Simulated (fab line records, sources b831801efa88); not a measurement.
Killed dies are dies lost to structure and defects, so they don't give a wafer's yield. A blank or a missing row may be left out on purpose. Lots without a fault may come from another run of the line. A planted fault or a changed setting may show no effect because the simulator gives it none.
fab line records | flow sfq_line | part 1 of 2: steps 1 to 29 of 38
record lots=5 wafers=15 last_day=92
route steps=325 shown M1@68 I1@73 M2@88 I2@103
lots that met no fault: from a run of the same line without faults
start_h: hours from the record's first day to the start of the lot's first wafer shown | wait_h: hours since the lot's step before | " the same as in the row above | L1.1+2: a row that stands for several wafers | - no value, or no start given | * or withheld: withheld | < > ~ a bound
route shown NAME@n: a module of which the file shows steps, and the number in the route of the first | usual: mean/standard deviation of fault-free wafers | same: alike in all rows | chamber/n: place in a boat | sites: the reading at each site | _std_site: their standard deviation | _edge_site: outer sites' mean less inner sites' | radius_mm: how far each site lies from the wafer's centre | mask NAME#n: copy n | behind: the tool/chamber that last shaped the wafer | hold: why the lot was held/for how many hours/how that ended | device: the transistor (n, p or np) that didn't switch | end of line: the same wafers' tests at the end of the route | a step without rows: its recipe alone | killed: dies lost to structure and defects at the first sort, not the wafer's yield | map: a wafer's dies, x killed, . not, _ none there
set.NAME: the setting as run; set.NAME@STEP: as run at that earlier step | model.NAME: the simulator's own value behind a step, which no gauge read
lots at some steps of the route; a table a step, a row a wafer
services: from which hour (start_h, from the record's first day; less than 0 if before it) a tool's chamber was out of use, for how many hours, and why
## steps
# step SFQ_M1_OVL_MEAS_911
# usual M1_OVL=0/5
# columns lot.wafer tool chamber start_h wait_h M1_OVL[nm]
L080.2 overlay-01 - 583.85 0.1 6
L080.4 " - " " 8
L080.6 " - " " 2
L086.2 overlay-01 - 618.22 0.1 -3
L086.5 " - " " 4
L086.6 " - " " -7
L088.2 overlay-01 - 623.14 0.1 0
L088.4 " - " " -8
L088.6 " - " " -7
L094.2 overlay-02 - 633.94 0.1 -10
L094.4 " - " " -8
L094.5 " - " " -12
L095.1 overlay-01 - 635.14 0.1 2
L095.5 " - " " -2
L095.6 " - " " 0
# step SFQ_TRILAYER_M1_BARC_OPEN_METAL_ETCH_054
# recipe mask_material=PR chemistry=O2 target_depth_nm=125 target=BARC icp_w=600 bias_w=80 pressure_mtorr=10 time_s=41.7
# usual drypump_motor_current_A=6.1/0.49 oes_product_au=0.685/0.0052
# columns lot.wafer tool chamber start_h wait_h drypump_motor_current_A oes_product_au rf_hours_counter_h
L080.2 rie_metal-03 1 583.88 0.0 5.7 0.682 82
L080.4 " 0 " " 6.6 0.680 -
L080.6 " 0 " " 6.6 0.682 -
L086.2 rie_metal-04 1 618.25 0.0 5.2 0.678 87
L086.5 " 0 " " 6.4 0.692 -
L086.6 " 1 " " 5.2 0.692 -
L088.2 rie_metal-02 0 623.17 0.0 6.3 0.683 125
L088.4 " 0 " " 6.3 0.685 -
L088.6 " 1 " " 5.9 0.689 -
L094.2 rie_metal-02 0 633.97 0.0 6.3 0.678 127
L094.4 " 1 " " 5.9 0.682 -
L094.5 " 1 " " 5.9 0.681 -
L095.1 rie_metal-04 1 635.17 0.0 5.2 0.684 90
L095.5 " 0 " " 6.4 0.683 -
L095.6 " 1 " " 5.1 0.684 -
# step SFQ_TRILAYER_M1_ETCH_METAL_ETCH_042
# recipe target=Nb stop_on=SiO2 mask_material=PR chemistry=Cl2/Ar target_depth_nm=240 icp_w=600 bias_w=80 pressure_mtorr=10 time_s=120
# usual drypump_motor_current_A=6.1/0.49 oes_product_au=0.895/0.0077
# columns lot.wafer tool chamber start_h wait_h drypump_motor_current_A oes_product_au rf_hours_counter_h
L080.2 rie_metal-03 1 583.94 0.0 5.7 0.888 82
L080.4 " 0 " " 6.6 0.882 -
L080.6 " 0 " " 6.6 0.896 -
L086.2 rie_metal-04 1 618.31 0.0 5.2 0.894 87
L086.5 " 0 " " 6.4 0.893 -
L086.6 " 1 " " 5.2 0.887 -
L088.2 rie_metal-02 0 623.23 0.0 6.2 0.901 125
L088.4 " 0 " " 6.2 0.903 -
L088.6 " 1 " " 5.9 0.904 -
L094.2 rie_metal-02 0 634.03 0.0 6.2 0.900 127
L094.4 " 1 " " 5.9 0.883 -
L094.5 " 1 " " 5.9 0.892 -
L095.1 rie_metal-04 1 635.23 0.0 5.1 0.900 90
L095.5 " 0 " " 6.4 0.891 -
L095.6 " 1 " " 5.2 0.902 -
# step SFQ_TRILAYER_M1_STRIP_STRIP_043
# recipe gas=O2 power_w=200 platen_temp_c=40 overash_fraction=0.65 chemistry=O2 pressure_mtorr=50
# usual drypump_motor_current_A=6.1/0.49 oes_product_au=1.000/0.008
# columns lot.wafer tool chamber start_h wait_h drypump_motor_current_A oes_product_au rf_hours_counter_h
L080.2 rie_metal-03 1 584.06 0.1 5.7 0.993 83
L080.4 " 0 " " 6.6 0.989 -
L080.6 " 0 " " 6.6 0.995 -
L086.2 rie_metal-04 1 618.43 0.1 5.1 0.992 88
L086.5 " 0 " " 6.4 0.999 -
L086.6 " 1 " " 5.2 0.988 -
L088.2 rie_metal-02 0 623.36 0.1 6.2 1.002 125
L088.4 " 0 " " 6.2 1.002 -
L088.6 " 1 " " 5.9 1.003 -
L094.2 rie_metal-02 0 634.16 0.1 6.2 1.012 127
L094.4 " 1 " " 5.9 1.008 -
L094.5 " 1 " " 5.9 1.009 -
L095.1 rie_metal-04 1 635.36 0.1 5.1 0.994 90
L095.5 " 0 " " 6.4 1.000 -
L095.6 " 1 " " 5.1 0.999 -
# step SFQ_TRILAYER_M1_STRIP_SOLV_CLEAN_044
# recipe chemistry=NMP temp_c=70 time_s=600
# columns lot.wafer tool chamber start_h wait_h
L080.2+4+6 wet_bench-02 2,0,7 584.66 0.4
L086.2+5+6 wet_bench-04 3,2,7 619.03 0.4
L088.2+4+6 wet_bench-02 0,4,5 623.96 0.4
L094.2+4+5 wet_bench-04 1,2,6 634.76 0.4
L095.1+5+6 wet_bench-02 1,7,2 635.96 0.4
# step SFQ_TRILAYER_I1_DEP_PECVD_045
# recipe material=SiO2 temp_c=150 time_s=111.11 pressure_torr=2.4 rf_w=183.3 precursor=SiH4/N2O target_thk_nm=500
# usual heater_power_w=76/14 throttle_valve_pct=25.0/1.7
# columns lot.wafer tool chamber start_h wait_h heater_power_w throttle_valve_pct
L080.2 pecvd-02 2 584.84 0.0 84 27.1
L080.4 " 0 " " 57 26.2
L080.6 " 2 " " 85 27.4
L086.2 pecvd-02 2 619.21 0.0 86 27.4
L086.5 " 2 " " 86 27.1
L086.6 " 0 " " 59 26.2
L088.2 pecvd-02 0 624.13 0.0 64 26.5
L088.4 " 1 " " 73 24.5
L088.6 " 2 " " 82 27.5
L094.2 pecvd-02 2 634.93 0.0 74 27.6
L094.4 " 1 " " 82 24.5
L094.5 " 2 " " 75 27.6
L095.1 pecvd-01 2 636.13 0.0 63 26.7
L095.5 " 2 " " 65 26.7
L095.6 " 0 " " 87 25.3
# step SFQ_TRILAYER_I1_CMP_CMP_046
# recipe material=SiO2 down_force_psi=3 platen_rpm=60 pad_velocity_m_s=0.94248
# usual motor_current_A=10.4/1.4 slurry_filter_dp_kPa=13.49/0.13 time_to_endpoint_s=215/7.7
# columns lot.wafer tool chamber start_h wait_h motor_current_A slurry_filter_dp_kPa time_to_endpoint_s
L080.2 cmp-02 1 588.07 3.2 13.5 13.79 215
L080.4 " 2 " " 9.8 13.40 231
L080.6 " 3 " " 10.3 13.65 218
L086.2 cmp-01 3 622.59 3.3 9.6 13.46 206
L086.6 " 0 " " 9.8 13.51 219
L086.5 " 1 " " 10.9 13.34 221
L088.2 cmp-01 2 628.09 3.9 9.7 13.62 224
L088.4 " 3 " " 9.7 13.43 216
L088.6 " 0 " " 9.5 13.53 218
L094.4 cmp-01 2 639.09 4.1 9.8 13.59 228
L094.2 " 1 640.59 5.6 10.6 13.26 221
L094.5 " 2 " " 9.8 13.72 223
L095.1 cmp-02 2 640.15 4.0 10.1 13.57 205
L095.6 " 1 641.65 5.4 13.3 13.41 222
L095.5 " 2 " " 9.9 13.51 211
# step SFQ_I1_BOW_MEAS_912
# recipe mode=bow
# usual I1_BOW=2/7.4
# columns lot.wafer tool chamber start_h wait_h I1_BOW[um]
L080.2 film_metro-04 - 590.09 1.5 -1
L080.4 " - " " -2
L080.6 " - " " 14
L086.2 film_metro-02 - 624.11 1.0 -1
L086.5 " - " " -6
L086.6 " - " " 3
L088.2 film_metro-04 - 630.11 1.5 8
L088.4 " - " " 10
L088.6 " - " " 1
L094.2 film_metro-04 - 642.11 1.0 6
L094.4 " - " " 20
L094.5 " - " " 0
L095.1 film_metro-01 - 642.65 2.0 -8
L095.5 " - " " 8
L095.6 " - " " 2
# step SFQ_TRILAYER_I1_METRO_MEASURE_047
# usual thk_nm=199.8/1.1
# columns lot.wafer tool chamber start_h wait_h thk_nm
L080.2 film_metro-04 - 590.39 0.3 201.0
L080.4 " - " " 201.0
L080.6 " - " " 200.3
L086.2 film_metro-02 - 624.41 0.3 198.8
L086.5 " - " " 200.9
L086.6 " - " " 198.5
L088.2 film_metro-04 - 630.41 0.3 200.7
L088.4 " - " " 198.6
L088.6 " - " " 197.9
L094.2 film_metro-04 - 642.41 0.3 200.9
L094.4 " - " " 199.4
L094.5 " - " " 199.4
L095.1 film_metro-01 - 642.77 0.1 201.0
L095.5 " - " " 201.0
L095.6 " - " " 200.6
# step SFQ_TRILAYER_I1_VIA_LITHO_COAT_054
# recipe resist=BARC spin_rpm=3000 resist_thk_nm=62
# columns lot.wafer tool chamber start_h wait_h
L080.2+4+6 litho_track-02 0 591.44 0.8
L086.2+5+6 litho_track-04 0 625.46 0.8
L088.2+4+6 litho_track-01 0 631.46 0.8
L094.2+4+5 litho_track-01 0 643.46 0.8
L095.1+5+6 litho_track-04 0 643.97 1.0
# step SFQ_TRILAYER_I1_VIA_LITHO_COAT_049
# recipe resist=KrF spin_rpm=3000 resist_thk_nm=650
# columns lot.wafer tool chamber start_h wait_h
L080.2+4+6 litho_track-02 0 591.74 0.2
L086.2+5+6 litho_track-04 0 625.76 0.2
L088.2+4+6 litho_track-01 0 631.76 0.2
L094.2+4+5 litho_track-01 0 643.76 0.2
L095.1+5+6 litho_track-04 0 644.27 0.2
# step SFQ_TRILAYER_I1_VIA_LITHO_SOFTBAKE_053
# recipe temp_c=withheld time_s=withheld resist=KrF
# columns lot.wafer tool chamber start_h wait_h
L080.2+4+6 litho_track-02 0 592.01 0.2
L086.2+5+6 litho_track-04 0 626.03 0.2
L088.2+4+6 litho_track-01 0 632.03 0.2
L094.2+4+5 litho_track-01 0 644.03 0.2
L095.1+5+6 litho_track-04 0 644.57 0.2
# step SFQ_TRILAYER_I1_VIA_LITHO_EXPOSE_050
# recipe mask_id=I1 na=0.6 source_shape=conventional sigma_outer=0.65 target_cd_nm=500 dose_mj=21.3
# usual stage_vel_mm_s=500.03/0.27
# same na=0.6
# columns lot.wafer tool chamber start_h wait_h mask stage_vel_mm_s
L080.2 krf_scanner-02 0 741.01 - I1#0 500.03
L080.4 " 0 " " I1#0 500.09
L080.6 " 0 " " I1#0 499.81
L086.2 krf_scanner-02 0 783.49 - I1#0 500.46
L086.5 " 0 " " I1#0 500.51
L086.6 " 0 " " I1#0 500.26
L088.2 krf_scanner-02 0 788.29 - I1#0 500.66
L088.4 " 0 " " I1#0 500.37
L088.6 " 0 " " I1#0 500.94
L094.2 krf_scanner-02 0 797.89 - I1#0 500.01
L094.4 " 0 " " I1#0 499.99
L094.5 " 0 " " I1#0 499.98
L095.1 krf_scanner-02 0 798.89 - I1#0 500.05
L095.5 " 0 " " I1#0 499.83
L095.6 " 0 " " I1#0 499.85
# step SFQ_TRILAYER_I1_VIA_LITHO_PEB_052
# recipe peb_temp_c=115 peb_time_s=60 resist=KrF
# columns lot.wafer tool chamber start_h wait_h
L080.2+4+6 litho_track-01 0 742.04 0.8
L086.2+5+6 litho_track-01 0 784.51 0.8
L088.2+4+6 litho_track-04 0 789.31 0.8
L094.2+4+5 litho_track-01 0 798.91 0.8
L095.1+5+6 litho_track-01 0 800.09 1.0
# step SFQ_TRILAYER_I1_VIA_LITHO_DEVELOP_051
# recipe time_s=60 resist=KrF
# columns lot.wafer tool chamber start_h wait_h
L080.2+4+6 litho_track-01 0 742.19 0.1
L086.2+5+6 litho_track-01 0 784.66 0.1
L088.2+4+6 litho_track-04 0 789.46 0.1
L094.2+4+5 litho_track-01 0 799.06 0.1
L095.1+5+6 litho_track-01 0 800.24 0.1
# step SFQ_I1_OVL_MEAS_913
# usual I1_OVL=-2/6.3
# columns lot.wafer tool chamber start_h wait_h I1_OVL[nm]
L080.2 overlay-02 - 742.32 0.1 -4
L080.4 " - " " -6
L080.6 " - " " -10
L086.2 overlay-02 - 784.79 0.1 -18
L086.5 " - " " -7
L086.6 " - " " -12
L088.2 overlay-02 - 789.59 0.1 2
L088.4 " - " " 1
L088.6 " - " " 3
L094.2 overlay-01 - 799.19 0.1 -2
L094.4 " - " " -6
L094.5 " - " " -7
L095.1 overlay-01 - 800.39 0.1 4
L095.5 " - " " -5
L095.6 " - " " -4
# step SFQ_TRILAYER_I1_VIA_BARC_OPEN_VIA_ETCH_071
# recipe mask_material=PR chemistry=O2 target_depth_nm=125 target=BARC source_w=500 bias_w=80 pressure_mtorr=30 time_s=41.7
# usual drypump_motor_current_A=5.7/0.53 oes_product_au=0.686/0.0053
# columns lot.wafer tool chamber start_h wait_h drypump_motor_current_A oes_product_au rf_hours_counter_h
L080.2 rie_diel-01 1 742.35 0.0 5.5 0.687 7
L080.4 " 0 " " 5.7 0.676 7
L080.6 " 2 " " 6.8 0.686 -
L086.2 rie_diel-03 0 784.82 0.0 6.6 0.689 13
L086.5 " 2 " " 5.8 0.689 -
L086.6 " 0 " " 6.5 0.690 -
L088.2 rie_diel-03 0 789.62 0.0 6.5 0.691 13
L088.4 " 2 " " 5.7 0.695 -
L088.6 " 0 " " 6.5 0.688 -
L094.2 rie_diel-04 2 799.22 0.0 5.3 0.681 3
L094.4 " 1 " " 5.4 0.682 -
L094.5 " 2 " " 5.3 0.689 -
L095.1 rie_diel-01 2 800.42 0.0 6.8 0.690 41
L095.5 " 0 " " 5.6 0.685 -
L095.6 " 3 " " 5.3 0.687 -
# step SFQ_TRILAYER_I1_VIA_ETCH_VIA_ETCH_052
# recipe target=SiO2 stop_on=Nb mask_material=PR taper_deg=20 chemistry=CHF3 target_depth_nm=260 source_w=500 bias_w=80 pressure_mtorr=30 time_s=withheld
# usual drypump_motor_current_A=5.7/0.53 oes_product_au=0.854/0.005
# columns lot.wafer tool chamber start_h wait_h drypump_motor_current_A oes_product_au
L080.2 rie_diel-01 1 742.39 0.0 5.5 0.860
L080.4 " 0 " " 5.6 0.850
L080.6 " 2 " " 6.9 0.854
L086.2 rie_diel-03 0 784.86 0.0 6.5 0.859
L086.5 " 2 " " 5.7 0.858
L086.6 " 0 " " 6.5 0.848
L088.2 rie_diel-03 0 789.66 0.0 6.5 0.862
L088.4 " 2 " " 5.8 0.854
L088.6 " 0 " " 6.5 0.847
L094.2 rie_diel-04 2 799.26 0.0 5.3 0.861
L094.4 " 1 " " 5.4 0.850
L094.5 " 2 " " 5.3 0.867
L095.1 rie_diel-01 2 800.46 0.0 6.8 0.854
L095.5 " 0 " " 5.7 0.860
L095.6 " 3 " " 5.3 0.856
# step SFQ_TRILAYER_I1_VIA_STRIP_STRIP_053
# recipe gas=O2 power_w=200 platen_temp_c=40 overash_fraction=0.65 chemistry=O2 pressure_mtorr=50
# usual drypump_motor_current_A=6.0/0.48 oes_product_au=1.001/0.0094
# columns lot.wafer tool chamber start_h wait_h drypump_motor_current_A oes_product_au rf_hours_counter_h
L080.2 rie_metal-04 1 742.50 - 5.1 1.003 102
L080.4 " 0 " " 6.4 1.004 -
L080.6 " 1 " " 5.2 1.026 -
L086.2 rie_metal-03 0 784.98 - 6.6 0.984 118
L086.5 " 1 " " 5.7 0.988 -
L086.6 " 0 " " 6.6 0.996 -
L088.2 rie_metal-04 0 789.78 - 6.3 1.000 112
L088.4 " 0 " " 6.3 1.001 -
L088.6 " 0 " " 6.4 1.006 -
L094.2 rie_metal-03 0 799.38 - 6.6 1.016 121
L094.4 " 1 " " 5.7 0.988 -
L094.5 " 1 " " 5.7 1.002 -
L095.1 rie_metal-04 1 800.58 - 5.2 1.013 111
L095.5 " 1 " " 5.2 1.005 -
L095.6 " 0 " " 6.4 1.005 -
# step SFQ_TRILAYER_I1_VIA_STRIP_SOLV_CLEAN_054
# recipe chemistry=NMP temp_c=70 time_s=600
# columns lot.wafer tool chamber start_h wait_h
L080.2+4+6 wet_bench-03 2,1,6 743.10 0.4
L086.2+5+6 wet_bench-02 7,5,0 785.58 0.4
L088.2+4+6 wet_bench-02 5,1,2 790.38 0.4
L094.2+4+5 wet_bench-04 6,7,4 799.98 0.4
L095.1+5+6 wet_bench-02 4,3,0 801.18 0.4
# step SFQ_TRILAYER_M2_DEP_PRE_CLEAN_056
# recipe gas=Ar time_s=22.5 bias_v=250
# columns lot.wafer tool chamber start_h wait_h
L080.2+4+6 pvd_sputter-05 - 743.28 0.0
L086.2+5+6 pvd_sputter-06 - 785.75 0.0
L088.2+4+6 pvd_sputter-06 - 790.73 0.0
L094.2+4+5 pvd_sputter-05 - 800.17 0.0
L095.1+5+6 pvd_sputter-06 - 801.35 0.0
# step SFQ_TRILAYER_M2_DEP_SPUTTER_055
# recipe material=Nb base_pressure_pa=1.33e-06 chamber_pressure_pa=0.1333 substrate_temp_c=20 resputter_cathode_voltage_v=400 target_thk_nm=200 power_w=2000 time_s=133.3
# usual throttle_valve_pct=29.6/0.57
# columns lot.wafer tool chamber start_h wait_h throttle_valve_pct
L080.2 pvd_sputter-05 - 743.30 0.0 29.6
L080.4 " - " " 28.6
L080.6 " - " " 29.3
L086.2 pvd_sputter-06 - 785.78 0.0 29.8
L086.5 " - " " 28.5
L086.6 " - " " 29.9
L088.2 pvd_sputter-06 - 790.75 0.0 29.7
L088.4 " - " " 30.0
L088.6 " - " " 29.4
L094.2 pvd_sputter-05 - 800.20 0.0 29.7
L094.4 " - " " 28.4
L094.5 " - " " 29.6
L095.1 pvd_sputter-06 - 801.38 0.0 28.6
L095.5 " - " " 29.5
L095.6 " - " " 29.9
# step SFQ_M2_RS_MEAS_914
# recipe thk_meas_gauge=four-point-probe reads=Nb_of_TRILAYER_M2_DEP_SPUTTER_055
# usual M2_NB_RS=0.889/0.012
# columns lot.wafer tool chamber start_h wait_h M2_NB_RS[ohm/sq]
L080.2 film_metro-03 - 743.42 0.1 0.876
L080.4 " - " " 0.882
L080.6 " - " " 0.870
L086.2 film_metro-02 - 785.89 0.1 0.901
L086.5 " - " " 0.917
L086.6 " - " " 0.904
L088.2 film_metro-03 - 790.87 0.1 0.897
L088.4 " - " " 0.895
L088.6 " - " " 0.893
L094.2 film_metro-03 - 800.31 0.1 0.881
L094.4 " - " " 0.890
L094.5 " - " " 0.889
L095.1 film_metro-02 - 801.47 0.0 0.909
L095.5 " - " " 0.894
L095.6 " - " " 0.888
# step SFQ_TRILAYER_M2_LITHO_COAT_062
# recipe resist=BARC spin_rpm=3000 resist_thk_nm=62
# columns lot.wafer tool chamber start_h wait_h
L080.2+4+6 litho_track-03 0 743.63 0.1
L086.2+5+6 litho_track-02 0 786.10 0.1
L088.2+4+6 litho_track-01 0 791.08 0.1
L094.2+4+5 litho_track-02 0 800.52 0.1
L095.1+5+6 litho_track-02 0 801.65 0.1
# step SFQ_TRILAYER_M2_LITHO_COAT_057
# recipe resist=KrF spin_rpm=3000 resist_thk_nm=600
# columns lot.wafer tool chamber start_h wait_h
L080.2+4+6 litho_track-03 0 743.93 0.2
L086.2+5+6 litho_track-02 0 786.40 0.2
L088.2+4+6 litho_track-01 0 791.38 0.2
L094.2+4+5 litho_track-02 0 800.82 0.2
L095.1+5+6 litho_track-02 0 801.95 0.2
# step SFQ_TRILAYER_M2_LITHO_SOFTBAKE_061
# recipe temp_c=withheld time_s=withheld resist=KrF
# columns lot.wafer tool chamber start_h wait_h
L080.2+4+6 litho_track-03 0 744.20 0.2
L086.2+5+6 litho_track-02 0 786.68 0.2
L088.2+4+6 litho_track-01 0 791.65 0.2
L094.2+4+5 litho_track-02 0 801.09 0.2
L095.1+5+6 litho_track-02 0 802.25 0.2
# step SFQ_TRILAYER_M2_LITHO_EXPOSE_058
# recipe mask_id=M2 na=0.6 source_shape=conventional sigma_outer=0.65 target_cd_nm=500 dose_mj=14.4
# usual stage_vel_mm_s=500.05/0.25
# same na=0.6
# columns lot.wafer tool chamber start_h wait_h mask stage_vel_mm_s
L080.2 krf_scanner-01 0 892.91 - M2#0 500.41
L080.4 " 0 " " M2#0 500.45
L080.6 " 0 " " M2#0 500.33
L086.2 krf_scanner-01 0 933.13 - M2#0 499.98
L086.5 " 0 " " M2#0 500.20
L086.6 " 0 " " M2#0 500.17
L088.2 krf_scanner-01 0 935.53 - M2#0 499.81
L088.4 " 0 " " M2#0 499.81
L088.6 " 0 " " M2#0 499.62
L094.2 krf_scanner-01 0 948.73 - M2#0 500.26
L094.4 " 0 " " M2#0 500.10
L094.5 " 0 " " M2#0 500.06
L095.1 krf_scanner-01 0 949.73 - M2#0 500.15
L095.5 " 0 " " M2#0 499.79
L095.6 " 0 " " M2#0 499.57
# step SFQ_TRILAYER_M2_LITHO_PEB_060
# recipe peb_temp_c=115 peb_time_s=60 resist=KrF
# columns lot.wafer tool chamber start_h wait_h
L080.2+4+6 litho_track-01 0 893.93 0.8
L086.2+5+6 litho_track-03 0 934.16 0.8
L088.2+4+6 litho_track-03 0 936.56 0.8
L094.2+4+5 litho_track-02 0 949.76 0.8
L095.1+5+6 litho_track-03 0 950.93 1.0
# step SFQ_TRILAYER_M2_LITHO_DEVELOP_059
# recipe time_s=60 resist=KrF
# columns lot.wafer tool chamber start_h wait_h
L080.2+4+6 litho_track-01 0 894.08 0.1
L086.2+5+6 litho_track-03 0 934.31 0.1
L088.2+4+6 litho_track-03 0 936.71 0.1
L094.2+4+5 litho_track-02 0 949.91 0.1
L095.1+5+6 litho_track-03 0 951.08 0.1
